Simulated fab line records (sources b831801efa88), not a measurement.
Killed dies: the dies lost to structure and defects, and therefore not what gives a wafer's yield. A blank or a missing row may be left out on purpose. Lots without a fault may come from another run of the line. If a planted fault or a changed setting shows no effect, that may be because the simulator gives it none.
Which tool was responsible?    flow sky130    72 wafers from 24 lots sampled at 6 of the route's 708 steps

== WHAT THE GAUGES SHOWED, per wafer ==
SKY_PWDE_OVL_MEAS_07. Usual: PWDE_OVL typically reads -0.5 nm, with standard deviation 1.4.
lot   measured     on          PWDE_OVL (nm)   flag
L074  day 3 22:25  overlay-02  -1.8 -1.2 -1.8  
L075  day 4 04:06  overlay-02  -0.8 -1.0 -1.3  
L076  day 4 08:50  overlay-01  -0.5 -0.9 0.7   
L077  day 4 10:11  overlay-02  0.2 1.5 0.7     
L078  day 4 18:22  overlay-02  -1.6 -1.3 -1.3  
L079  day 5 02:16  overlay-01  0.7 0.5 -2.1    
L080  day 5 09:41  overlay-01  -1.2 1.2 -0.8   
L082  day 6 03:04  overlay-01  0.7 1.4 1.9     
L081  day 6 04:01  overlay-01  1.1 0.3 1.6     
L083  day 6 04:38  overlay-02  0.7 0.9 -0.6    
L084  day 6 09:05  overlay-02  -2.4 -0.6 -1.5  
L085  day 6 12:23  overlay-01  2.4 -0.6 -1.0   
L086  day 6 20:08  overlay-01  2.1 0.9 1.0     
L087  day 7 03:11  overlay-01  0.5 1.0 -0.1    
L088  day 7 05:19  overlay-02  -3.2 -3.1 -2.7  
L089  day 7 10:31  overlay-01  -1.2 -1.7 -1.5  
L090  day 7 16:14  overlay-02  1.5 -1.6 -0.9   
L091  day 7 22:09  overlay-02  -0.9 0.4 -0.6   
L092  day 8 02:42  overlay-02  0.6 -0.4 0.3    
L093  day 8 09:50  overlay-01  1.8 -0.7 1.1    
L094  day 8 10:52  overlay-02  -0.4 -0.1 -1.4  
L095  day 8 18:19  overlay-01  -2.2 0.9 -1.0   
L096  day 9 01:14  overlay-02  -1.2 -3.3 -2.0  
L097  day 9 04:35  overlay-01  -0.7 -0.9 -1.5  

SKY_NWELL_OVL_MEAS_23. Usual: NWELL_01_OVL typically reads 0.7 nm, with standard deviation 1.2.
lot   measured      on          NWELL_01_OVL (nm)  flag
L074  day 5 07:50   overlay-02  1.7 -0.6 1.0       
L075  day 5 14:26   overlay-01  0.9 1.5 2.1        
L076  day 5 19:14   overlay-01  3.3 2.1 3.4        
L077  day 5 21:14   overlay-01  1.5 2.9 0.0        
L078  day 6 06:38   overlay-01  5.2 2.1 0.9        
L079  day 6 15:10   overlay-01  2.8 3.2 0.8        
L080  day 6 23:59   overlay-02  0.2 0.9 0.0        
L082  day 7 18:23   overlay-02  1.0 -0.5 0.4       
L081  day 7 18:44   overlay-01  -0.1 2.0 0.2       
L083  day 7 19:31   overlay-02  -2.4 -1.0 -1.6     
L084  day 8 00:28   overlay-02  0.1 -0.2 0.3       
L085  day 8 04:11   overlay-02  -0.6 -2.1 -0.3     
L086  day 8 13:14   overlay-02  0.9 -0.5 0.6       
L087  day 8 20:26   overlay-02  -0.3 0.0 2.2       
L088  day 8 22:35   overlay-01  1.0 0.4 -0.1       
L089  day 9 04:35   overlay-02  0.8 0.1 0.6        
L090  day 9 10:38   overlay-01  0.6 1.8 0.7        
L091  day 9 17:01   overlay-01  1.1 1.3 -0.5       
L092  day 9 21:47   overlay-01  0.1 1.2 1.4        
L093  day 10 04:17  overlay-01  1.5 2.3 1.8        
L094  day 10 07:28  overlay-02  0.9 -1.0 -0.5      
L095  day 10 13:29  overlay-02  0.7 -0.1 -1.1      
L096  day 10 21:22  overlay-02  2.2 0.0 -0.4       
L097  day 11 01:40  overlay-02  -0.4 1.5 0.1       

SKY_LDD_N_OVL_MEAS_07. Usual: LDD_N_OVL typically reads -0.3 nm, with standard deviation 1.4.
lot   measured      on          LDD_N_OVL (nm)  flag
L074  day 17 16:04  overlay-02  -0.2 -0.2 0.8   
L075  day 18 01:40  overlay-01  0.2 -1.4 -0.8   
L076  day 18 07:20  overlay-01  -1.8 -1.2 0.0   
L077  day 18 11:13  overlay-01  0.5 0.3 0.1     
L078  day 19 20:41  overlay-02  -0.9 -2.1 -0.8  
L079  day 20 19:38  overlay-02  0.5 1.3 0.1     
L080  day 20 19:02  overlay-02  1.5 -2.6 -1.4   
L082  day 21 09:17  overlay-02  0.3 0.3 -2.0    
L081  day 21 15:08  overlay-01  1.8 -0.3 1.8    
L083  day 21 12:05  overlay-01  1.0 1.2 2.1     
L084  day 21 21:38  overlay-02  -1.9 -1.5 -0.5  
L085  day 22 03:28  overlay-02  -0.1 -0.8 0.8   
L086  day 22 16:07  overlay-01  0.1 -2.6 -3.3   
L087  day 23 00:22  overlay-01  2.8 1.7 1.0     
L088  day 23 03:49  overlay-02  -1.9 -0.2 0.1   
L089  day 23 10:38  overlay-01  3.1 1.6 2.4     
L090  day 23 23:46  overlay-02  -2.3 -2.2 -1.5  
L091  day 24 05:23  overlay-01  1.4 0.0 -0.3    
L092  day 24 13:16  overlay-01  1.8 1.5 0.1     
L093  day 24 18:32  overlay-01  -1.8 -3.2 -0.2  
L094  day 25 00:52  overlay-02  -0.9 -0.8 -2.5  
L095  day 25 09:10  overlay-02  -0.8 -0.4 1.2   
L096  day 25 18:29  overlay-01  -1.5 -0.7 -1.4  
L097  day 25 23:55  overlay-02  -0.9 -0.4 -2.4  

SKY_VIA2_CD_MEAS_12: target cd 200 nm. Usual: 200.0 nm for cd-nm, sd 1.4.
lot   measured      on         cd-nm (nm)         flag
L074  day 36 05:28  cd-sem-02  199.6 200.0 198.6  
L075  day 36 13:34  cd-sem-02  200.0 199.6 199.1  
L076  day 36 19:29  cd-sem-01  201.5 199.4 200.8  
L077  day 37 00:46  cd-sem-01  202.0 199.9 199.8  
L078  day 38 03:18  cd-sem-02  198.4 200.5 198.7  
L079  day 38 22:52  cd-sem-01  201.4 201.1 199.9  
L080  day 38 18:17  cd-sem-01  197.7 198.9 198.0  
L082  day 39 08:35  cd-sem-02  199.8 199.4 199.8  
L081  day 39 14:32  cd-sem-02  199.7 200.7 200.7  
L083  day 39 11:10  cd-sem-01  200.7 201.2 201.3  
L084  day 39 15:43  cd-sem-01  199.7 200.8 200.7  
L085  day 39 21:52  cd-sem-02  199.3 200.7 199.0  
L086  day 40 09:59  cd-sem-01  202.1 199.7 201.2  
L087  day 40 16:20  cd-sem-02  201.8 202.2 202.3  
L088  day 40 19:34  cd-sem-02  199.0 197.5 197.7  
L089  day 41 01:49  cd-sem-01  198.8 198.3 199.0  
L090  day 41 10:32  cd-sem-02  201.1 201.2 201.3  
L091  day 42 05:01  cd-sem-02  201.2 199.9 199.6  
L092  day 42 07:18  cd-sem-02  199.6 199.9 200.0  
L093  day 42 08:15  cd-sem-02  201.6 201.0 199.9  
L094  day 42 09:19  cd-sem-02  198.5 199.0 197.9  
L095  day 42 12:01  cd-sem-02  201.0 200.4 200.4  
L096  day 42 19:08  cd-sem-02  197.3 196.4 196.3  
L097  day 42 21:30  cd-sem-02  203.2 201.7 201.8  

== TOOL THAT RAN EACH LOT (tool first, then ch and the chambers of the sampled wafers, then the start) ==
lot   SKY_VIA1_SPUTTER_20           SKY_METAL2_SPUTTER_01
L074  pvd-sputter-01, day 33 21:56  pvd-sputter-02, day 33 22:35
L075  pvd-sputter-03, day 34 07:09  pvd-sputter-04, day 34 07:48
L076  pvd-sputter-03, day 34 12:10  pvd-sputter-01, day 34 12:49
L077  pvd-sputter-02, day 34 17:47  pvd-sputter-01, day 34 18:26
L078  pvd-sputter-03, day 35 21:25  pvd-sputter-01, day 35 22:04
L079  pvd-sputter-02, day 36 16:58  pvd-sputter-01, day 36 17:37
L080  pvd-sputter-03, day 36 13:01  pvd-sputter-04, day 36 13:40
L082  pvd-sputter-02, day 37 02:54  pvd-sputter-02, day 37 03:33
L081  pvd-sputter-01, day 37 09:20  pvd-sputter-04, day 37 09:59
L083  pvd-sputter-01, day 37 05:58  pvd-sputter-04, day 37 06:37
L084  pvd-sputter-03, day 37 09:59  pvd-sputter-01, day 37 10:38
L085  pvd-sputter-03, day 37 17:32  pvd-sputter-04, day 37 18:11
L086  pvd-sputter-01, day 38 05:34  pvd-sputter-04, day 38 06:13
L087  pvd-sputter-01, day 38 12:41  pvd-sputter-02, day 38 13:20
L088  pvd-sputter-01, day 38 15:54  pvd-sputter-02, day 38 16:33
L089  pvd-sputter-02, day 38 22:56  pvd-sputter-04, day 38 23:35
L090  pvd-sputter-02, day 39 09:28  pvd-sputter-04, day 39 10:17
L091  pvd-sputter-01, day 39 14:07  pvd-sputter-04, day 39 14:46
L092  pvd-sputter-03, day 39 20:52  pvd-sputter-02, day 39 21:32
L093  pvd-sputter-02, day 40 01:06  pvd-sputter-01, day 40 01:45
L094  pvd-sputter-02, day 40 03:50  pvd-sputter-04, day 40 04:29
L095  pvd-sputter-03, day 40 11:37  pvd-sputter-04, day 40 12:17
L096  pvd-sputter-02, day 40 20:35  pvd-sputter-04, day 40 21:15
L097  pvd-sputter-02, day 40 21:50  pvd-sputter-04, day 40 22:30
- SKY_VIA1_SPUTTER_20: material TiN, target thk 20 nm, time 80 s.
- SKY_METAL2_SPUTTER_01: material TiN, target thk 20 nm, time 16.7 s.

== WHAT THE TOOLS THEMSELVES READ (means of the sampled wafers that have a number; where no wafer has one, the mark that the record gives instead) ==
SKY_VIA1_SPUTTER_20. Usual: 30.3 % for throttle-valve-pct, sd 0.8.
lot   tool            throttle-valve-pct (%)  flag
L074  pvd-sputter-01  30.4                    
L075  pvd-sputter-03  30.5                    
L076  pvd-sputter-03  30.4                    
L077  pvd-sputter-02  30.0                    
L078  pvd-sputter-03  30.9                    
L079  pvd-sputter-02  30.1                    
L080  pvd-sputter-03  31.1                    
L082  pvd-sputter-02  29.8                    
L081  pvd-sputter-01  30.9                    
L083  pvd-sputter-01  31.0                    
L084  pvd-sputter-03  30.0                    
L085  pvd-sputter-03  30.6                    
L086  pvd-sputter-01  30.3                    
L087  pvd-sputter-01  31.0                    
L088  pvd-sputter-01  30.1                    
L089  pvd-sputter-02  29.8                    
L090  pvd-sputter-02  30.2                    
L091  pvd-sputter-01  30.9                    
L092  pvd-sputter-03  30.4                    
L093  pvd-sputter-02  29.5                    
L094  pvd-sputter-02  30.0                    
L095  pvd-sputter-03  30.8                    
L096  pvd-sputter-02  30.3                    
L097  pvd-sputter-02  29.5                    

SKY_METAL2_SPUTTER_01. Usual: 30.2 % for throttle-valve-pct, sd 0.7.
lot   tool            throttle-valve-pct (%)  flag
L074  pvd-sputter-02  30.3                    
L075  pvd-sputter-04  30.0                    
L076  pvd-sputter-01  30.8                    
L077  pvd-sputter-01  30.1                    
L078  pvd-sputter-01  29.9                    
L079  pvd-sputter-01  29.9                    
L080  pvd-sputter-04  29.7                    
L082  pvd-sputter-02  29.7                    
L081  pvd-sputter-04  30.2                    
L083  pvd-sputter-04  30.5                    
L084  pvd-sputter-01  31.2                    
L085  pvd-sputter-04  30.1                    
L086  pvd-sputter-04  29.8                    
L087  pvd-sputter-02  30.0                    
L088  pvd-sputter-02  29.6                    
L089  pvd-sputter-04  30.2                    
L090  pvd-sputter-04  30.4                    
L091  pvd-sputter-04  30.2                    
L092  pvd-sputter-02  29.6                    
L093  pvd-sputter-01  30.9                    
L094  pvd-sputter-04  30.3                    
L095  pvd-sputter-04  30.1                    
L096  pvd-sputter-04  30.1                    
L097  pvd-sputter-04  30.6                    

== THE ANSWER, worked out from the rows above alone ==
Rule: take the mean of a lot's wafers that have a number; if it is more than 3 standard deviations from the usual mean, the lot is off. Also off: a lot with no number at a reading for which 4 or more lots have one. Any other lot the step has rows for is counted as sound. First the gauges in route order, then the tools' own readings, where a lot's mean is used as printed above. The first step at which some lot is off is used, and at that step the reading that is off furthest; a lot without a number counts as furthest.
Nothing can be told from this: no lot is off at any reading shown.

== WHAT WAS PUT IN BY THE SIMULATOR ==
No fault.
